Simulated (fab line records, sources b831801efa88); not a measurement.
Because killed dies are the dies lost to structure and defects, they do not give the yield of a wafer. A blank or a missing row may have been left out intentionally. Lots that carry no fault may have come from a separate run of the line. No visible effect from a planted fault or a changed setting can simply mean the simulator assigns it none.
Chamber matching	flow gf180mcu	GF_SAB_CVD_00 on pecvd-01: 3 sister chambers
The step deposits SiO2 from TEOS, target thk 50 nm, time 4.9302 s. 6 wafers are shown with their chamber, then 7 later ones without.

## EACH WAFER AND ITS CHAMBER
wafer	chamber	heater-power-w (W)
L448.4	0	561
L454.1	2	747
L454.3	0	528
L454.6	1	766
L458.3	2	759
L458.4	1	727

## WAFERS WHOSE CHAMBER IS MISSING
wafer	heater-power-w (W)
L458.6	769
L459.3	495
L459.4	498
L459.5	631
L468.2	637
L468.3	574
L468.5	748

## THE CHAMBER EACH PASSED THROUGH
wafer	from the rows above	in truth
L458.6	can't be placed: 2 or 1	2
L459.3	0	0
L459.4	0	0
L459.5	can't be placed: 0 or 1 or 2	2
L468.2	can't be placed: 0 or 1 or 2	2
L468.3	0	0
L468.5	can't be placed: 1 or 2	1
3 of 7 placed correctly. Cannot be placed on the basis of these rows: 4; the candidates contain the true chamber in 4. Wrongly placed: 0.
How it was worked out, from the rows above alone: a wafer's distance from a chamber is the root of the sum, over the readings, of the square of ((its reading less the chamber's mean) divided by the reading's scatter). The wafer belongs to the nearest chamber; if the next one is less than 2 further off, it can't be placed. A chamber's mean is the mean of its shown wafers. The scatter is the square root of a quotient: the sum, over the shown wafers, of each reading's squared deviation from its chamber's mean, divided by wafers minus chambers.
